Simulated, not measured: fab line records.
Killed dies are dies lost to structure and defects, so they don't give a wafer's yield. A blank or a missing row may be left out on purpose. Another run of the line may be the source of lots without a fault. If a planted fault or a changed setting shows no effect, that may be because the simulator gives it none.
Problem report in the 8D (eight disciplines) form, filled by code :: flow gf180mcu :: the parts of the form that need people (team, actions taken, sign-off) are left out

== 1. WHAT WENT WRONG ==
Mean NWELL_TW at GF_NWELL_TW_MEAS_11: 3006 over 6 wafers in 2 lots; fault-free wafers: 1574, standard deviation 20. Measured from the usual mean, that is +72 standard deviations.
First seen on wafer L196.2, day 6 20:53, on film_metro-01. Wafers with a number at this step in the record: 36, from 12 lots. Rule for "out", or "out of limits": more than 4 standard deviations from the usual mean. Any other wafer with a number is counted as sound.

== 2. WHAT IT IS, AND WHAT IT ISN'T ==
question: which readings at this step
is: NWELL_TW
is not: -

question: which lots
is: L196, L202
is not: L181, L184, L188, L191, L192, L193, L195, L197, L199, L204

question: which wafers of those lots
is: all that have a number
is not: -

question: read on which gauges
is: film_metro-01, film_metro-03
is not: film_metro-04

question: when
is: from day 6 20:53
is not: up to then (21 sound wafers); but 9 sound wafers of L197, L199, L204 came after

== 3. SUSPECTS, AND WHAT RULES EACH OUT ==
Counting: a tool stays on the suspect list if, at a process step up to the reading, it processed all lots that are out and no sound lot following the first of them.
- the gauge at GF_NWELL_TW_MEAS_11: ruled out. The wafers that are out were read on 2 gauges (film_metro-01, film_metro-03).
- implanter-01 at GF_NWELL_IMPLANT_08: kept. Every lot that is out went through it, starting with L196 (day 6 20:29), and after that it ran no sound lot; the last sound lot it ran before then is L195 (day 6 11:52). On those wafers its own readings are out: beam_on_s, dose_ions_cm2, faraday_current_uA.
Remaining after the count: implanter-01 at GF_NWELL_IMPLANT_08.

== 4. THE CAUSE (what the simulator had put in) ==
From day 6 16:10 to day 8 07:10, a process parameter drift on implanter-01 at GF_NWELL_IMPLANT_08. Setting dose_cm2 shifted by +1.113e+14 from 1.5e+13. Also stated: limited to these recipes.
This tool alone remained once counting was done.

== 5. THE CHAIN OF EFFECTS, in route order ==
Each row: a reading whose mean over the struck wafers that have a number lies more than 3 standard deviations from the usual. Readings are gone through only where the record gives a usual standard deviation; hours: the median, over the lots, of the time from a lot's start at the first step in this table giving one to that lot's start at this step; sigmas: the change measured in usual standard deviations.
hours: 0
step: GF_NWELL_IMPLANT_08
reading: beam_on_s
usual: 10.00 s
on struck wafers: 52.15
change: +42.15
sigmas: +99 or more

hours: 0
step: GF_NWELL_IMPLANT_08
reading: dose_ions_cm2
usual: 1.4999e+13
on struck wafers: 1.2629e+14
change: +1.1129e+14
sigmas: +99 or more

hours: 0
step: GF_NWELL_IMPLANT_08
reading: faraday_current_uA
usual: 84.6
on struck wafers: 136.6
change: +52.0
sigmas: +31

hours: 0
step: GF_NWELL_TW_MEAS_11
reading: NWELL_TW
usual: 1574
on struck wafers: 3006
change: +1432
sigmas: +72

hours: 121
step: GF_VT_IMPLANT_RS_MEAS_47
reading: NWELL_RS
usual: 488.2 ohm/sq
on struck wafers: 185.1
change: -303.1
sigmas: -99 or more
Process steps it contains:
- GF_NWELL_IMPLANT_08

== 6. HOW IT WOULD HAVE BEEN CAUGHT EARLIER ==
Counted from the fault's start at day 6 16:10, it took 5 hours until the first out-of-limits reading at a measuring or inspecting step in this record, taken at day 6 20:53.
At GF_NWELL_IMPLANT_08, the tool's own readings (beam_on_s, dose_ions_cm2, faraday_current_uA) were out on each struck wafer the step has a row for, so an alarm limit on them would have fired on the first such wafer.
Of the lots that are out (2), L202 began GF_NWELL_IMPLANT_08 on implanter-01 after day 6 20:53. It would have been spared by a hold on the tool at that moment.
